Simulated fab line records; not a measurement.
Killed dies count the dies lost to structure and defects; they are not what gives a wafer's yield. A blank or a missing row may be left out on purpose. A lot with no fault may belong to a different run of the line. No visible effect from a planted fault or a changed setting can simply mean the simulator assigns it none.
Which tool is to blame? ; flow gf180mcu ; 13 lots with 38 wafers sampled at 5 steps, on a route of 602 steps

== WHAT THE GAUGES READ, wafer by wafer ==
GF_VT_IMPLANT_TW_MEAS_10.
lot;measured;on;VT_IMPLANT_TW
L329;day 5 15:54;film_metro-04;565.6 569.3 566.5
L330;day 5 23:34;film_metro-04;565.3 571.3 565.8
L331;day 6 05:54;film_metro-01;560.0 562.7 565.4
L334;day 7 00:48;film_metro-01;563.4 563.4 562.0
L335;day 7 02:43;film_metro-04;563.4 567.6 565.5
L337;day 7 20:45;film_metro-03;560.6 563.7 561.5
L338;day 8 00:58;film_metro-01;564.7 567.1 562.4
L339;day 8 05:46;film_metro-01;565.0 565.0 561.1
L341;day 8 20:30;film_metro-04;561.6 561.4 562.5
L342;day 8 23:00;film_metro-01;563.2 565.0 564.8
L343;day 9 05:06;film_metro-04;562.4 564.5 565.7
L344;day 9 12:06;film_metro-03;565.4 562.3 566.2
L346;day 9 23:17;film_metro-03;564.2 566.3

GF_VT_IMPLANT_TW_MEAS_21.
lot;measured;on;VT_IMPLANT_2_TW
L329;day 6 06:48;film_metro-04;1217 1201 1218
L330;day 6 14:34;film_metro-04;1206 1207 1212
L331;day 6 20:54;film_metro-01;1202 1206 1211
L334;day 7 16:12;film_metro-04;1223 1222 1225
L335;day 7 18:19;film_metro-03;1207 1207 1212
L337;day 8 12:30;film_metro-04;1211 1204 1213
L338;day 8 17:01;film_metro-04;1207 1209 1215
L339;day 8 22:22;film_metro-03;1212 1213 1215
L341;day 9 13:03;film_metro-04;1211 1215 1210
L342;day 9 15:36;film_metro-04;1214 1213 1212
L343;day 9 22:03;film_metro-03;1218 1215 1217
L344;day 10 05:21;film_metro-04;1220 1214 1222
L346;day 10 16:38;film_metro-04;1222 1226

GF_VT_IMPLANT_RS_MEAS_49: the measuring method here is four-point-probe.
lot;measured;on;MVPSD_RS (ohm/sq)
L329;day 7 14:25;film_metro-01;1168.6 1173.6 1169.7
L330;day 7 22:40;film_metro-01;1171.4 1174.2 1171.0
L331;day 8 05:28;film_metro-04;1166.0 1170.2 1170.8
L334;day 9 00:53;film_metro-02;1170.8 1168.7 1174.4
L335;day 9 04:10;film_metro-02;1165.2 1163.2 1164.7
L337;day 9 23:31;film_metro-04;1163.4 1164.4 1165.4
L338;day 10 03:25;film_metro-02;1163.7 1169.8 1168.2
L339;day 10 08:39;film_metro-02;1163.0 1165.4 1162.5
L341;day 11 01:07;film_metro-02;1163.1 1167.9 1164.9
L342;day 11 03:34;film_metro-04;1165.9 1170.5 1168.9
L343;day 11 11:46;film_metro-02;1165.8 1163.3 1166.4
L344;day 11 18:28;film_metro-02;1164.8 1164.0 1163.6
L346;day 12 06:54;film_metro-02;1176.7 1176.9

GF_POLY_GATE_THK_MEAS_01.
lot;measured;on;POLY_GATE_CVD_00_THK (nm)
L329;day 8 13:34;film_metro-03;203.1 199.5 202.0
L330;day 8 18:59;film_metro-03;200.9 202.8 203.7
L331;day 9 02:24;film_metro-03;200.7 201.4 199.2
L334;day 10 00:10;film_metro-02;199.9 200.4 201.1
L335;day 10 01:44;film_metro-04;197.5 196.4 195.4
L337;day 11 00:15;film_metro-03;197.6 199.5 197.4
L338;day 11 02:29;film_metro-03;201.4 200.6 198.9
L339;day 11 07:53;film_metro-03;203.4 202.1 201.4
L341;day 12 01:57;film_metro-02;200.5 200.7 199.7
L342;day 12 03:40;film_metro-04;200.6 198.6 199.7
L343;day 12 12:10;film_metro-03;201.0 201.2 201.5
L344;day 12 18:04;film_metro-02;202.9 202.3 201.7
L346;day 13 07:48;film_metro-03;199.2 198.4

== WHAT TOOL EACH LOT RAN ON (gives the tool, then ch and the chambers of the sampled wafers, and finally the start) ==
lot;GF_MVPSD_IMPLANT_09
L329;implanter-04 ch 0, day 5 01:57
L330;implanter-04 ch 0, day 5 08:39
L331;implanter-02 ch 0, day 5 14:42
L334;implanter-04 ch 0, day 6 09:24
L335;implanter-01 ch 0, day 6 11:27
L337;implanter-02 ch 0, day 7 04:03
L338;implanter-01 ch 0, day 7 09:12
L339;implanter-04 ch 0, day 7 12:55
L341;implanter-01 ch 0, day 8 03:45
L342;implanter-01 ch 0, day 8 06:00
L343;implanter-01 ch 0, day 8 11:54
L344;implanter-01 ch 0, day 8 19:00
L346;implanter-01 ch 0, day 9 05:54
- GF_MVPSD_IMPLANT_09

== AS READ BY THE TOOLS THEMSELVES (means over the sampled wafers that have a number; for cases with no such wafer, the mark the record gives instead) ==
GF_MVPSD_IMPLANT_09.
lot;tool;tilt_deg (degrees)
L329;implanter-04;-0.015
L330;implanter-04;-0.018
L331;implanter-02;-0.010
L334;implanter-04;-0.010
L335;implanter-01;-0.004
L337;implanter-02;-0.001
L338;implanter-01;-0.018
L339;implanter-04;-0.007
L341;implanter-01;0.001
L342;implanter-01;-0.023
L343;implanter-01;-0.012
L344;implanter-01;-0.008
L346;implanter-01;0.019

== THE ANSWER, worked out from the rows above alone ==
Rule: what is usual is taken from the lots themselves. Put in order of their means at a reading, lots are off if they are a third of the lots or fewer, leave a main group of 4 or more, and stand apart from it by a gap of 3 or more times the standard deviation of the main group's means; of several such gaps the widest counts. If all means in a main group match to the digits the tables above print for the reading, that group is not used. A lot without any number at a reading at which 4 lots or more have one is off too. The other lots that the step has rows for count as sound. After the gauges, taken in route order, come the tools' own readings; for these a lot's mean is taken, as printed above. The first step at which some lot is off is used, and at that step the reading that is off furthest; a lot without a number counts as furthest.
No lot is off at any reading shown: from this, nothing can be told.

== WHAT THE SIMULATOR HAD PUT IN ==
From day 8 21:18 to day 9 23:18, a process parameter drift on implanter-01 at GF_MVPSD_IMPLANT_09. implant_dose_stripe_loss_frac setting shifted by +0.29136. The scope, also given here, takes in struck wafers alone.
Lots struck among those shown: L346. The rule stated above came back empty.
